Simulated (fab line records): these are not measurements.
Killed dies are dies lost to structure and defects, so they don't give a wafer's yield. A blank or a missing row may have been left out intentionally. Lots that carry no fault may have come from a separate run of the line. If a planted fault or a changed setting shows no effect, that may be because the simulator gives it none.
One fault through the eyes of 2 desks + flow gf180mcu + each desk has only its own numbers; what lay behind them comes last

## TOOL OWNER'S DESK, litho_track-02
The tool's own readings at GF_PSD_COAT_02 (resist thk 1000 nm): means of the sampled wafers that have a number, for each lot that ran on this tool. The brackets show how far a lot's mean lies from the usual mean; more than 4 standard deviations puts the lot out of limits, marked OUT.
Columns: A = chill_plate_temp_C at GF_PSD_COAT_02, usual 23.00 C
| lot  | first seen here | A     |
|------|-----------------|-------|
| L622 | day 13 18:14    | 23.00 |
| L625 | day 14 15:43    | 22.95 |
| L628 | day 15 21:38    | 22.94 |
| L629 | day 16 09:22    | 23.04 |
| L635 | day 18 04:34    | 23.22 |
| L638 | day 19 07:26    | 22.96 |
| L639 | day 19 21:38    | 23.09 |
Finding of this desk: none of the 7 lots has anything out of limits.

## FROM THE METROLOGY DESK
What the gauges read, lot by lot, whatever tool the lot ran on: means of the sampled wafers that have a number. The brackets show how far a lot's mean lies from the usual mean; more than 4 standard deviations puts the lot out of limits, marked OUT.
Columns: A = cd_nm at GF_HV_LDD_CD_MEAS_19, usual 395.5 nm; B = SAB_OVL at GF_SAB_OVL_MEAS_10, usual 1.1 nm
| lot  | first seen here | A     | B    |
|------|-----------------|-------|------|
| L622 | day 10 17:19    | 396.8 | 2.4  |
| L624 | day 11 08:58    | 397.4 | 2.6  |
| L625 | day 11 14:02    | 398.9 | -0.3 |
| L626 | day 12 03:56    | 397.4 | 0.1  |
| L628 | day 12 16:41    | 395.6 | 2.2  |
| L629 | day 13 04:11    | 395.5 | 0.2  |
| L635 | day 14 18:35    | 397.5 | 1.3  |
| L638 | day 15 19:14    | 393.5 | 0.9  |
| L639 | day 16 05:50    | 394.5 | 1.8  |
| L642 | day 17 00:43    | 396.6 | 1.5  |
| L643 | day 17 11:44    | 393.8 | -0.3 |
| L644 | day 17 17:40    | 390.7 | 3.0  |
| L645 | day 18 04:08    | 394.6 | -1.4 |
Finding of this desk: none of the 13 lots has anything out of limits.

## ALL TOGETHER
The desk of the tool owner found nothing out of limits.
Metrology desk: nothing out of limits seen.

## WHAT HAD BEEN PUT IN BY THE SIMULATOR
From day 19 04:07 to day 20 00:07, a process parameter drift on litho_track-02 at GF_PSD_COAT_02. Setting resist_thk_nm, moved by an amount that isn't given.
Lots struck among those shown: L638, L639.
